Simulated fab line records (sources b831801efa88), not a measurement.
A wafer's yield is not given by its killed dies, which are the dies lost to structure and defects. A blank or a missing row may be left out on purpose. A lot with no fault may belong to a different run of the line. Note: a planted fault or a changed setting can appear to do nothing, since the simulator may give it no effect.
Split-lot experiment | flow sky130 | 23 wafers read from 5 lots, route of 708 steps

ON THE SPLIT
At SKY_PAD_OPEN_COAT_02 (resist thk 3000 nm), the setting spin_rpm was moved away from the recipe's 2000 rpm on 9 of the 23 wafers read, by -5.9% to +2.6%. All remaining wafers had this setting at the recipe value.

The split's own step is where the reading is taken.

THE READING
coat_of_PAD_OPEN_COAT_02.thk_nm (the simulator's own value, which no gauge read), in nm, at SKY_PAD_OPEN_COAT_02 (resist thk 3000 nm). The file does not state a usual value for it. Across the 14 wafers here that went through the recipe, the average is 2995 nm and the standard deviation 6.6 nm.

wafer  | tool, chamber at the split | spin_rpm as run, rpm | against the recipe | coat_of_PAD_OPEN_COAT_02.thk_nm, nm | against lot-mates on the recipe
L074.1 | litho_track-01, 0          | 2000                 | recipe             | 2987                                | -
L074.3 | litho_track-01, 0          | 2000                 | recipe             | 2987                                | -
L074.4 | litho_track-01, 0          | 2000                 | recipe             | 2992                                | -
L074.5 | litho_track-01, 0          | 2000                 | recipe             | 3000                                | -
L074.6 | litho_track-01, 0          | 2000                 | recipe             | 2990                                | -
L075.1 | litho_track-02, 0          | 2000                 | recipe             | 2989                                | -
L075.3 | litho_track-02, 0          | 2000                 | recipe             | 2988                                | -
L075.4 | litho_track-02, 0          | 2000                 | recipe             | 2987                                | -
L079.1 | litho_track-01, 0          | 2000                 | recipe             | 3006                                | -
L079.2 | litho_track-01, 0          | 2052                 | +2.6%              | 2962                                | -40
L079.6 | litho_track-01, 0          | 2052                 | +2.6%              | 2962                                | -40
L079.4 | litho_track-01, 0          | 2052                 | +2.6%              | 2957                                | -44
L079.5 | litho_track-01, 0          | 2000                 | recipe             | 2997                                | -
L082.2 | litho_track-01, 0          | 1938                 | -3.1%              | 3044                                | +46
L082.3 | litho_track-01, 0          | 1938                 | -3.1%              | 3042                                | +44
L082.4 | litho_track-01, 0          | 1938                 | -3.1%              | 3047                                | +48
L082.5 | litho_track-01, 0          | 2000                 | recipe             | 2995                                | -
L082.6 | litho_track-01, 0          | 2000                 | recipe             | 3002                                | -
L084.1 | litho_track-01, 0          | 1882                 | -5.9%              | 3092                                | +90
L084.2 | litho_track-01, 0          | 2000                 | recipe             | 3002                                | -
L084.6 | litho_track-01, 0          | 2000                 | recipe             | 3002                                | -
L084.3 | litho_track-01, 0          | 1882                 | -5.9%              | 3098                                | +96
L084.5 | litho_track-01, 0          | 1882                 | -5.9%              | 3094                                | +92

THE FIT
A straight line over all 23 wafers: coat_of_PAD_OPEN_COAT_02.thk_nm changes by -16.1 nm for each +1% of spin_rpm; r = -0.99; the points scatter about the line by 6.3 nm.
The same after taking each lot's own level away (the mean of its wafers on the recipe; 23 wafers): -15.6 nm for each +1%; r = -1.00; scatter 3.4 nm.
The reading moves by 92 nm for the largest change in spin_rpm, on that fit.
Across the lots, their own levels run from 2988.0 to 3002.0 nm, a range of 2.1 times the standard deviation given above.
Consequently the slope shifts little with the lot-to-lot level, the two slopes agreeing.
Check: with one of the wafers moved furthest among these (-5.9%) left out of the fit, the line predicts +92.2 nm for it against its lot-mates. Against them it came out at +90 nm.

THE OTHER SPLITS THESE WAFERS WENT THROUGH
Note: prior to the reading, these wafers also went through further splits. Each is held against what the fit with the lots' levels taken away leaves over:
other split on the same wafers | wafers away from the commonest value | r with coat_of_PAD_OPEN_COAT_02.thk_nm (lot level and that fit taken away)
SKY_VIA4_HDPCVD_00 time_s      | 8                                    | +0.52
SKY_METAL5_SPUTTER_04 time_s   | 12                                   | -0.02

FILE'S OWN FIT
coat_of_PAD_OPEN_COAT_02.thk_nm changes by -15.5 nm for each +1% of spin_rpm, r = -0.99.
